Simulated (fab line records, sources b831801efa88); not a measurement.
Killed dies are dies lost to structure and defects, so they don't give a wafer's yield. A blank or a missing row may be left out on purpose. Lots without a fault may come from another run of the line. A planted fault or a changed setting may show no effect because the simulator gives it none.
One fault seen from 2 desks | flow gf180mcu | each desk has only its own numbers; what lay behind them comes last

THE METROLOGY DESK
What the gauges read, lot by lot, whatever tool the lot ran on: means of the sampled wafers that have a number. A lot is out of limits, marked OUT, if its mean lies more than 4 standard deviations from the usual mean; the brackets give that distance.
Columns: A = V2_CVD_00_THK at GF_V2_THK_MEAS_01, usual 602 nm; B = V2_W_RS at GF_V2_RS_MEAS_24, usual 0.327 ohm/sq; C = V2_W_THK at GF_V2_THK_MEAS_25, usual 353 nm; D = cd_nm at GF_M3_CD_MEAS_14, usual 280.2 nm
lot  | first seen here | A   | B               | C              | D
L173 | day 19 10:32    | 599 | 0.326           | 353            | 278.4
L174 | day 19 19:03    | 603 | 0.322           | 355            | 282.8
L176 | day 20 07:47    | 603 | 0.324           | 361            | 279.5
L177 | day 20 19:46    | 604 | 0.324           | 355            | 281.4
L179 | day 22 06:04    | 601 | 0.325           | 353            | 280.6
L183 | day 22 23:39    | 606 | 0.401 (+14) OUT | 296 (-9.3) OUT | 281.0
L185 | day 23 12:04    | 599 | 0.400 (+14) OUT | 295 (-9.5) OUT | 282.7
L192 | day 26 03:14    | 595 | 0.326           | 351            | 278.1
L194 | day 26 21:41    | 605 | 0.324           | 354            | 278.3
L195 | day 27 05:44    | 605 | 0.325           | 354            | 282.5
L196 | day 27 08:14    | 603 | 0.324           | 359            | 277.8
This desk's finding: out of limits on L183, L185; first on L183, day 23 23:45 (V2_W_RS at GF_V2_RS_MEAS_24). In limits: L173, L174, L176, L177, L179, L192, L194, L195, L196.

THE TOOL OWNER'S DESK: cvd_w-02
The tool's own readings at GF_V2_CVD_23 (deposits W, target thk 350 nm, time 104.94 s): means of the sampled wafers that have a number, for each lot that ran on this tool. A lot is out of limits, marked OUT, if its mean lies more than 4 standard deviations from the usual mean; the brackets give that distance.
Columns: A = heater_power_w at GF_V2_CVD_23, usual 863 W; B = susceptor_temp_C at GF_V2_CVD_23, usual 400.04 C
lot  | first seen here | A   | B
L177 | day 21 21:02    | 893 | 399.81
L179 | day 23 07:04    | 890 | 400.06
L183 | day 23 23:38    | 848 | 389.90 (-48) OUT
L185 | day 24 11:29    | 838 | 389.67 (-49) OUT
L194 | day 27 18:57    | 885 | 399.81
L195 | day 28 03:08    | 875 | 400.03
L196 | day 28 05:01    | 901 | 400.01
This desk's finding: out of limits on L183, L185; first on L183, day 23 23:38 (susceptor_temp_C at GF_V2_CVD_23). In limits: L177, L179, L194, L195, L196.

PUT TOGETHER
The tool owner's desk could have raised an alarm at day 23 23:38, on L183, L185.
The metrology desk could have raised an alarm at day 23 23:45, on L183, L185.
Of the lots named, all ran GF_V2_CVD_23 on cvd_w-02.

WHAT THE SIMULATOR HAD PUT IN
Process parameter drift: cvd_w-02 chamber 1, from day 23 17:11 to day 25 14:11, at GF_V2_CVD_23. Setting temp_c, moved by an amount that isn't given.
Lots struck among those shown: L183, L185.
Hours from the fault's start to each desk's first reading out of limits: the tool owner's desk, 6; the metrology desk, 7.
